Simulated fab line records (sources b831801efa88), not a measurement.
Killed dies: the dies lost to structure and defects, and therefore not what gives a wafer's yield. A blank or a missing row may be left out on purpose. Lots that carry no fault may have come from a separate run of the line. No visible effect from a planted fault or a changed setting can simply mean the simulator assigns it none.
Which tool was responsible? || flow sky130 || 42 wafers from 14 lots sampled at 5 of the route's 708 steps

== WHAT THE GAUGES READ, wafer by wafer ==
The record lacks any reading of a measuring or inspecting step that a usual standard deviation could be used to judge.

== TOOL THAT RAN EACH LOT (tool first, then ch and the chambers of the sampled wafers, then the start) ==
{"lot": "L469", "SKY_METAL3_SPUTTER_03": "pvd_sputter-01, day 36 17:13", "SKY_METAL3_ETCH_17": "rie_diel-01 ch 0,1,2, day 38 22:33", "SKY_METAL3_METAL_ETCH_18": "rie_metal-02 ch 0,1, day 38 22:34", "SKY_METAL3_STRIP_19": "plasma_asher-01 ch 0,1, day 38 22:44", "SKY_VIA3_CMP_02": "cmp-02 ch 0,2,3, day 38 23:35"}
{"lot": "L471", "SKY_METAL3_SPUTTER_03": "pvd_sputter-01, day 37 07:43", "SKY_METAL3_ETCH_17": "rie_diel-03 ch 0,1,3, day 39 11:41", "SKY_METAL3_METAL_ETCH_18": "rie_metal-04 ch 0,1, day 39 11:43", "SKY_METAL3_STRIP_19": "plasma_asher-02 ch 0,1, day 39 11:53", "SKY_VIA3_CMP_02": "cmp-01 ch 0,1,2, day 39 12:48"}
{"lot": "L472", "SKY_METAL3_SPUTTER_03": "pvd_sputter-01, day 37 22:09", "SKY_METAL3_ETCH_17": "rie_diel-03 ch 1,2,3, day 40 01:43", "SKY_METAL3_METAL_ETCH_18": "rie_metal-02 ch 0,1, day 40 01:44", "SKY_METAL3_STRIP_19": "plasma_asher-04 ch 0,1, day 40 01:55", "SKY_VIA3_CMP_02": "cmp-01 ch 1,2,3, day 40 02:44"}
{"lot": "L474", "SKY_METAL3_SPUTTER_03": "pvd_sputter-03, day 38 17:17", "SKY_METAL3_ETCH_17": "rie_diel-03 ch 1,2,3, day 40 19:26", "SKY_METAL3_METAL_ETCH_18": "rie_metal-01 ch 0,1, day 40 19:28", "SKY_METAL3_STRIP_19": "plasma_asher-04 ch 0,1, day 40 19:38", "SKY_VIA3_CMP_02": "cmp-01 ch 0,2, day 40 20:28"}
{"lot": "L475", "SKY_METAL3_SPUTTER_03": "pvd_sputter-01, day 38 18:16", "SKY_METAL3_ETCH_17": "rie_diel-04 ch 0,2,3, day 40 20:48", "SKY_METAL3_METAL_ETCH_18": "rie_metal-04 ch 0,1, day 40 20:49", "SKY_METAL3_STRIP_19": "plasma_asher-04 ch 0,1, day 40 20:59", "SKY_VIA3_CMP_02": "cmp-02 ch 0,1,2, day 40 21:51"}
{"lot": "L473", "SKY_METAL3_SPUTTER_03": "pvd_sputter-03, day 38 18:30", "SKY_METAL3_ETCH_17": "rie_diel-03 ch 1,2,3, day 40 21:09", "SKY_METAL3_METAL_ETCH_18": "rie_metal-02 ch 0,1, day 40 21:10", "SKY_METAL3_STRIP_19": "plasma_asher-01 ch 0, day 40 21:20", "SKY_VIA3_CMP_02": "cmp-02 ch 1,2,3, day 40 22:12"}
{"lot": "L481", "SKY_METAL3_SPUTTER_03": "pvd_sputter-02, day 40 09:40", "SKY_METAL3_ETCH_17": "rie_diel-04 ch 0,1,2, day 42 11:29", "SKY_METAL3_METAL_ETCH_18": "rie_metal-04 ch 0,1, day 42 11:30", "SKY_METAL3_STRIP_19": "plasma_asher-02 ch 0,1, day 42 11:41", "SKY_VIA3_CMP_02": "cmp-01 ch 0,1, day 42 12:36"}
{"lot": "L482", "SKY_METAL3_SPUTTER_03": "pvd_sputter-02, day 40 19:20", "SKY_METAL3_ETCH_17": "rie_diel-04 ch 0,1,2, day 42 20:50", "SKY_METAL3_METAL_ETCH_18": "rie_metal-01 ch 0,1, day 42 20:55", "SKY_METAL3_STRIP_19": "plasma_asher-04 ch 0,1, day 42 21:04", "SKY_VIA3_CMP_02": "cmp-01 ch 0,1,3, day 42 22:02"}
{"lot": "L485", "SKY_METAL3_SPUTTER_03": "pvd_sputter-03, day 41 16:10", "SKY_METAL3_ETCH_17": "rie_diel-04 ch 1,2,3, day 43 16:23", "SKY_METAL3_METAL_ETCH_18": "rie_metal-04 ch 0,1, day 43 16:24", "SKY_METAL3_STRIP_19": "plasma_asher-04 ch 0,1, day 43 16:35", "SKY_VIA3_CMP_02": "cmp-01 ch 0,1, day 43 17:25"}
{"lot": "L487", "SKY_METAL3_SPUTTER_03": "pvd_sputter-02, day 42 05:29", "SKY_METAL3_ETCH_17": "rie_diel-04 ch 0,1,2, day 44 04:39", "SKY_METAL3_METAL_ETCH_18": "rie_metal-02 ch 0,1, day 44 04:43", "SKY_METAL3_STRIP_19": "plasma_asher-02 ch 0,1, day 44 04:53", "SKY_VIA3_CMP_02": "cmp-01 ch 0,2,3, day 44 05:52"}
{"lot": "L486", "SKY_METAL3_SPUTTER_03": "pvd_sputter-01, day 42 11:01", "SKY_METAL3_ETCH_17": "rie_diel-03 ch 0,1,2, day 44 10:14", "SKY_METAL3_METAL_ETCH_18": "rie_metal-02 ch 0,1, day 44 10:16", "SKY_METAL3_STRIP_19": "plasma_asher-01 ch 0,1, day 44 10:26", "SKY_VIA3_CMP_02": "cmp-02 ch 0,1,3, day 44 11:44"}
{"lot": "L488", "SKY_METAL3_SPUTTER_03": "pvd_sputter-02, day 42 12:01", "SKY_METAL3_ETCH_17": "rie_diel-01 ch 2,3, day 44 11:17", "SKY_METAL3_METAL_ETCH_18": "rie_metal-02 ch 0,1, day 44 11:19", "SKY_METAL3_STRIP_19": "plasma_asher-02 ch 0,1, day 44 11:29", "SKY_VIA3_CMP_02": "cmp-02 ch 0,3, day 44 12:22"}
{"lot": "L491", "SKY_METAL3_SPUTTER_03": "pvd_sputter-02, day 43 03:01", "SKY_METAL3_ETCH_17": "rie_diel-03 ch 0,2,3, day 45 02:33", "SKY_METAL3_METAL_ETCH_18": "rie_metal-01 ch 0,1, day 45 02:34", "SKY_METAL3_STRIP_19": "plasma_asher-04 ch 0,1, day 45 02:44", "SKY_VIA3_CMP_02": "cmp-02 ch 0,1,2, day 45 04:01"}
{"lot": "L490", "SKY_METAL3_SPUTTER_03": "pvd_sputter-01, day 43 08:23", "SKY_METAL3_ETCH_17": "rie_diel-04 ch 0,1,3, day 45 06:36", "SKY_METAL3_METAL_ETCH_18": "rie_metal-01 ch 0,1, day 45 06:37", "SKY_METAL3_STRIP_19": "plasma_asher-02 ch 0,1, day 45 06:47", "SKY_VIA3_CMP_02": "cmp-02 ch 1,2,3, day 45 08:19"}
- SKY_METAL3_SPUTTER_03: material Ti, target thk 5 nm, time 3.3 s.
- SKY_METAL3_ETCH_17: etches SiO2 in C4F8/O2/Ar, stops on TiN, time 3.9 s, target depth 15 nm.
- SKY_METAL3_METAL_ETCH_18: etches the open film in Cl2/BCl3, stops on SiO2, target depth 845 nm, time 183.1 s.
- SKY_METAL3_STRIP_19: strips in O2/N2.
- SKY_VIA3_CMP_02: polishes SiO2.

== AS READ BY THE TOOLS THEMSELVES (means over the sampled wafers that have a number; for cases with no such wafer, the mark the record gives instead) ==
SKY_METAL3_SPUTTER_03. Usual: throttle_valve_pct at 29.9 %, with a standard deviation of 1.
{"lot": "L469", "tool": "pvd_sputter-01", "throttle_valve_pct (%)": 30.1, "flag": ""}
{"lot": "L471", "tool": "pvd_sputter-01", "throttle_valve_pct (%)": 29.9, "flag": ""}
{"lot": "L472", "tool": "pvd_sputter-01", "throttle_valve_pct (%)": 29.9, "flag": ""}
{"lot": "L474", "tool": "pvd_sputter-03", "throttle_valve_pct (%)": 29.9, "flag": ""}
{"lot": "L475", "tool": "pvd_sputter-01", "throttle_valve_pct (%)": 30.0, "flag": ""}
{"lot": "L473", "tool": "pvd_sputter-03", "throttle_valve_pct (%)": 30.1, "flag": ""}
{"lot": "L481", "tool": "pvd_sputter-02", "throttle_valve_pct (%)": 28.2, "flag": ""}
{"lot": "L482", "tool": "pvd_sputter-02", "throttle_valve_pct (%)": 30.7, "flag": ""}
{"lot": "L485", "tool": "pvd_sputter-03", "throttle_valve_pct (%)": 29.6, "flag": ""}
{"lot": "L487", "tool": "pvd_sputter-02", "throttle_valve_pct (%)": 30.2, "flag": ""}
{"lot": "L486", "tool": "pvd_sputter-01", "throttle_valve_pct (%)": 29.9, "flag": ""}
{"lot": "L488", "tool": "pvd_sputter-02", "throttle_valve_pct (%)": 29.5, "flag": ""}
{"lot": "L491", "tool": "pvd_sputter-02", "throttle_valve_pct (%)": 29.8, "flag": ""}
{"lot": "L490", "tool": "pvd_sputter-01", "throttle_valve_pct (%)": 30.1, "flag": ""}

SKY_METAL3_ETCH_17. Usual: bias_w 1201 W, standard deviation 3.9; oes_product_au 0.757 a.u., standard deviation 0.0065.
{"lot": "L469", "tool": "rie_diel-01", "bias_w (W)": 1204, "oes_product_au (a.u.)": 0.758, "flag": ""}
{"lot": "L471", "tool": "rie_diel-03", "bias_w (W)": 1200, "oes_product_au (a.u.)": 0.757, "flag": ""}
{"lot": "L472", "tool": "rie_diel-03", "bias_w (W)": 1200, "oes_product_au (a.u.)": 0.754, "flag": ""}
{"lot": "L474", "tool": "rie_diel-03", "bias_w (W)": 1201, "oes_product_au (a.u.)": 0.752, "flag": ""}
{"lot": "L475", "tool": "rie_diel-04", "bias_w (W)": 1205, "oes_product_au (a.u.)": 0.753, "flag": ""}
{"lot": "L473", "tool": "rie_diel-03", "bias_w (W)": 1197, "oes_product_au (a.u.)": 0.760, "flag": ""}
{"lot": "L481", "tool": "rie_diel-04", "bias_w (W)": 1202, "oes_product_au (a.u.)": 0.764, "flag": ""}
{"lot": "L482", "tool": "rie_diel-04", "bias_w (W)": 1201, "oes_product_au (a.u.)": 0.761, "flag": ""}
{"lot": "L485", "tool": "rie_diel-04", "bias_w (W)": 1203, "oes_product_au (a.u.)": 0.762, "flag": ""}
{"lot": "L487", "tool": "rie_diel-04", "bias_w (W)": 1198, "oes_product_au (a.u.)": 0.756, "flag": ""}
{"lot": "L486", "tool": "rie_diel-03", "bias_w (W)": 1200, "oes_product_au (a.u.)": 0.753, "flag": ""}
{"lot": "L488", "tool": "rie_diel-01", "bias_w (W)": 1202, "oes_product_au (a.u.)": 0.751, "flag": ""}
{"lot": "L491", "tool": "rie_diel-03", "bias_w (W)": 1203, "oes_product_au (a.u.)": 0.754, "flag": ""}
{"lot": "L490", "tool": "rie_diel-04", "bias_w (W)": 1201, "oes_product_au (a.u.)": 0.756, "flag": ""}

SKY_METAL3_METAL_ETCH_18. Usual: bias_w 48.50 W, standard deviation 0.13; drypump_motor_current_A 5.6 A, standard deviation 0.48; oes_product_au 0.866 a.u., standard deviation 0.0068; throttle_valve_pct 22.265 %, standard deviation 0.009.
{"lot": "L469", "tool": "rie_metal-02", "bias_w (W)": 48.50, "drypump_motor_current_A (A)": 5.5, "oes_product_au (a.u.)": 0.874, "throttle_valve_pct (%)": 22.267, "flag": ""}
{"lot": "L471", "tool": "rie_metal-04", "bias_w (W)": 48.47, "drypump_motor_current_A (A)": 6.2, "oes_product_au (a.u.)": 0.866, "throttle_valve_pct (%)": 22.269, "flag": ""}
{"lot": "L472", "tool": "rie_metal-02", "bias_w (W)": 48.59, "drypump_motor_current_A (A)": 5.5, "oes_product_au (a.u.)": 0.871, "throttle_valve_pct (%)": 22.259, "flag": ""}
{"lot": "L474", "tool": "rie_metal-01", "bias_w (W)": 48.50, "drypump_motor_current_A (A)": 5.4, "oes_product_au (a.u.)": 0.868, "throttle_valve_pct (%)": 22.271, "flag": ""}
{"lot": "L475", "tool": "rie_metal-04", "bias_w (W)": 48.64, "drypump_motor_current_A (A)": 6.1, "oes_product_au (a.u.)": 0.875, "throttle_valve_pct (%)": 22.275, "flag": ""}
{"lot": "L473", "tool": "rie_metal-02", "bias_w (W)": 48.48, "drypump_motor_current_A (A)": 5.5, "oes_product_au (a.u.)": 0.864, "throttle_valve_pct (%)": 22.260, "flag": ""}
{"lot": "L481", "tool": "rie_metal-04", "bias_w (W)": 48.55, "drypump_motor_current_A (A)": 6.1, "oes_product_au (a.u.)": 0.805, "throttle_valve_pct (%)": 22.270, "flag": "OFF"}
{"lot": "L482", "tool": "rie_metal-01", "bias_w (W)": 48.53, "drypump_motor_current_A (A)": 5.6, "oes_product_au (a.u.)": 0.871, "throttle_valve_pct (%)": 22.262, "flag": ""}
{"lot": "L485", "tool": "rie_metal-04", "bias_w (W)": 48.43, "drypump_motor_current_A (A)": 6.2, "oes_product_au (a.u.)": 0.815, "throttle_valve_pct (%)": 22.261, "flag": "OFF"}
{"lot": "L487", "tool": "rie_metal-02", "bias_w (W)": 48.52, "drypump_motor_current_A (A)": 5.5, "oes_product_au (a.u.)": 0.871, "throttle_valve_pct (%)": 22.271, "flag": ""}
{"lot": "L486", "tool": "rie_metal-02", "bias_w (W)": 48.36, "drypump_motor_current_A (A)": 5.3, "oes_product_au (a.u.)": 0.866, "throttle_valve_pct (%)": 22.272, "flag": ""}
{"lot": "L488", "tool": "rie_metal-02", "bias_w (W)": 48.54, "drypump_motor_current_A (A)": 5.3, "oes_product_au (a.u.)": 0.861, "throttle_valve_pct (%)": 22.267, "flag": ""}
{"lot": "L491", "tool": "rie_metal-01", "bias_w (W)": 48.40, "drypump_motor_current_A (A)": 5.4, "oes_product_au (a.u.)": 0.860, "throttle_valve_pct (%)": 22.266, "flag": ""}
{"lot": "L490", "tool": "rie_metal-01", "bias_w (W)": 48.46, "drypump_motor_current_A (A)": 5.6, "oes_product_au (a.u.)": 0.869, "throttle_valve_pct (%)": 22.257, "flag": ""}

SKY_METAL3_STRIP_19. Usual: drypump_motor_current_A 6.0 A, standard deviation 0.38; o2_flow_sccm 3001 sccm, standard deviation 8.7; oes_product_au 0.503 a.u., standard deviation 0.0048; strip_time_to_endpoint_s 6.55 s, standard deviation 0.063.
{"lot": "L469", "tool": "plasma_asher-01", "drypump_motor_current_A (A)": 6.0, "o2_flow_sccm (sccm)": 3002, "oes_product_au (a.u.)": 0.503, "strip_time_to_endpoint_s (s)": 6.61, "flag": ""}
{"lot": "L471", "tool": "plasma_asher-02", "drypump_motor_current_A (A)": 5.6, "o2_flow_sccm (sccm)": 2997, "oes_product_au (a.u.)": 0.503, "strip_time_to_endpoint_s (s)": 6.56, "flag": ""}
{"lot": "L472", "tool": "plasma_asher-04", "drypump_motor_current_A (A)": 6.1, "o2_flow_sccm (sccm)": 3000, "oes_product_au (a.u.)": 0.504, "strip_time_to_endpoint_s (s)": 6.61, "flag": ""}
{"lot": "L474", "tool": "plasma_asher-04", "drypump_motor_current_A (A)": 6.1, "o2_flow_sccm (sccm)": 3009, "oes_product_au (a.u.)": 0.503, "strip_time_to_endpoint_s (s)": 6.56, "flag": ""}
{"lot": "L475", "tool": "plasma_asher-04", "drypump_motor_current_A (A)": 6.2, "o2_flow_sccm (sccm)": 3007, "oes_product_au (a.u.)": 0.499, "strip_time_to_endpoint_s (s)": 6.53, "flag": ""}
{"lot": "L473", "tool": "plasma_asher-01", "drypump_motor_current_A (A)": 6.2, "o2_flow_sccm (sccm)": 2993, "oes_product_au (a.u.)": 0.505, "strip_time_to_endpoint_s (s)": 6.58, "flag": ""}
{"lot": "L481", "tool": "plasma_asher-02", "drypump_motor_current_A (A)": 5.6, "o2_flow_sccm (sccm)": 3006, "oes_product_au (a.u.)": 0.539, "strip_time_to_endpoint_s (s)": 7.38, "flag": "OFF"}
{"lot": "L482", "tool": "plasma_asher-04", "drypump_motor_current_A (A)": 6.1, "o2_flow_sccm (sccm)": 2998, "oes_product_au (a.u.)": 0.504, "strip_time_to_endpoint_s (s)": 6.52, "flag": ""}
{"lot": "L485", "tool": "plasma_asher-04", "drypump_motor_current_A (A)": 6.2, "o2_flow_sccm (sccm)": 3002, "oes_product_au (a.u.)": 0.539, "strip_time_to_endpoint_s (s)": 7.42, "flag": "OFF"}
{"lot": "L487", "tool": "plasma_asher-02", "drypump_motor_current_A (A)": 5.6, "o2_flow_sccm (sccm)": 3009, "oes_product_au (a.u.)": 0.500, "strip_time_to_endpoint_s (s)": 6.61, "flag": ""}
{"lot": "L486", "tool": "plasma_asher-01", "drypump_motor_current_A (A)": 6.0, "o2_flow_sccm (sccm)": 2999, "oes_product_au (a.u.)": 0.502, "strip_time_to_endpoint_s (s)": 6.52, "flag": ""}
{"lot": "L488", "tool": "plasma_asher-02", "drypump_motor_current_A (A)": 5.6, "o2_flow_sccm (sccm)": 3004, "oes_product_au (a.u.)": 0.502, "strip_time_to_endpoint_s (s)": 6.56, "flag": ""}
{"lot": "L491", "tool": "plasma_asher-04", "drypump_motor_current_A (A)": 6.2, "o2_flow_sccm (sccm)": 2997, "oes_product_au (a.u.)": 0.498, "strip_time_to_endpoint_s (s)": 6.50, "flag": ""}
{"lot": "L490", "tool": "plasma_asher-02", "drypump_motor_current_A (A)": 5.6, "o2_flow_sccm (sccm)": 3009, "oes_product_au (a.u.)": 0.500, "strip_time_to_endpoint_s (s)": 6.57, "flag": ""}

SKY_VIA3_CMP_02. Usual: motor_current_A at 11.6 A, with a standard deviation of 1.2.
{"lot": "L469", "tool": "cmp-02", "motor_current_A (A)": 12.5, "flag": ""}
{"lot": "L471", "tool": "cmp-01", "motor_current_A (A)": 11.0, "flag": ""}
{"lot": "L472", "tool": "cmp-01", "motor_current_A (A)": 10.1, "flag": ""}
{"lot": "L474", "tool": "cmp-01", "motor_current_A (A)": 10.7, "flag": ""}
{"lot": "L475", "tool": "cmp-02", "motor_current_A (A)": 12.3, "flag": ""}
{"lot": "L473", "tool": "cmp-02", "motor_current_A (A)": 12.5, "flag": ""}
{"lot": "L481", "tool": "cmp-01", "motor_current_A (A)": 11.6, "flag": ""}
{"lot": "L482", "tool": "cmp-01", "motor_current_A (A)": 10.7, "flag": ""}
{"lot": "L485", "tool": "cmp-01", "motor_current_A (A)": 11.6, "flag": ""}
{"lot": "L487", "tool": "cmp-01", "motor_current_A (A)": 10.5, "flag": ""}
{"lot": "L486", "tool": "cmp-02", "motor_current_A (A)": 11.6, "flag": ""}
{"lot": "L488", "tool": "cmp-02", "motor_current_A (A)": 12.0, "flag": ""}
{"lot": "L491", "tool": "cmp-02", "motor_current_A (A)": 12.2, "flag": ""}
{"lot": "L490", "tool": "cmp-02", "motor_current_A (A)": 12.3, "flag": ""}

== THE ANSWER, worked out from the rows above alone ==
Rule: lot off if the mean of its wafers having a number is beyond 3 standard deviations from the usual mean. Also off: a lot with no number at a reading for which 4 or more lots have one. All remaining lots with rows at the step are treated as sound. First the gauges in route order, then the tools' own readings, where a lot's mean is used as printed above. The first step at which some lot is off is used, and at that step the reading that is off furthest; a lot without a number counts as furthest.
Off: L481, L485 (SKY_METAL3_METAL_ETCH_18, oes_product_au).
If a tool, at that step or one of the process steps before it, ran each lot that is off and ran no sound lot following the first of them, it fits. One candidate fits, namely rie_metal-04 at SKY_METAL3_METAL_ETCH_18. A fault onset in the window from L475 (day 40 20:49, its last sound lot) to L481 (day 42 11:30, its first lot off) fits.
On the lots that are off, the tool's own readings at SKY_METAL3_METAL_ETCH_18 differ by more than 5 times the standard deviation of the sound lots' means, which bears it out; oes_product_au reads 0.810 a.u. there versus 0.868 a.u. on the sound lots.

== WHAT THE SIMULATOR HAD INSERTED ==
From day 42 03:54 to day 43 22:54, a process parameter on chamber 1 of rie_metal-04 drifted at SKY_METAL3_METAL_ETCH_18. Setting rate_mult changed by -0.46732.
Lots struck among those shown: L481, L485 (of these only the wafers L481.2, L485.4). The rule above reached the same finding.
